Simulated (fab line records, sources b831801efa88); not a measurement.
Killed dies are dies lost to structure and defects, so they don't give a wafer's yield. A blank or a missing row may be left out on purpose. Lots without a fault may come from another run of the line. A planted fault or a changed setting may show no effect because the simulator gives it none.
Chamber matching | flow sky130 | SKY_VIA1_ETCH_15 on rie_diel-04: 4 sister chambers
The step etches SiO2 in C4F8/O2/Ar, stops on TiN, target depth 351 nm, time 54 s. 4 wafers are shown with their chamber, then 9 later ones without.

WAFERS WITH THEIR CHAMBER
wafer  | chamber | bias_w (W)
L078.2 | 2       | 1200
L087.4 | 1       | 1203
L088.2 | 0       | 1208
L088.5 | 3       | 1197

WAFERS WITHOUT THEIR CHAMBER
wafer  | bias_w (W)
L090.3 | 1196
L090.4 | 1199
L090.6 | 1197
L097.1 | 1199
L097.2 | 1203
L097.6 | 1202
L095.2 | 1199
L095.3 | 1200
L095.4 | 1204

WHICH CHAMBER EACH WENT THROUGH
wafer  | from the rows above     | in truth
L090.3 | 3                       | 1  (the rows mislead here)
L090.4 | can't be placed: 2 or 3 | 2
L090.6 | 3                       | 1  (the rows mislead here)
L097.1 | can't be placed: 2 or 3 | 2
L097.2 | 1                       | 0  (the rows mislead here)
L097.6 | can't be placed: 1 or 2 | 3
L095.2 | can't be placed: 2 or 3 | 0
L095.3 | 2                       | 2
L095.4 | 1                       | 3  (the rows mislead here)
Placed correctly: 1 of 9. Can't be placed from these rows: 4 (the true chamber is among the candidates in 2). Placed wrongly: 4.
How it was worked out, from the rows above alone: a wafer's distance from a chamber is the root of the sum, over the readings, of the square of ((its reading less the chamber's mean) divided by the reading's scatter). The wafer belongs to the nearest chamber; if the next one is less than 2 further off, it can't be placed. A chamber's mean is the mean of its shown wafers. The scatter: with one shown wafer a chamber, the root of the mean of the squares of how far each hidden wafer lies from its nearest shown one.
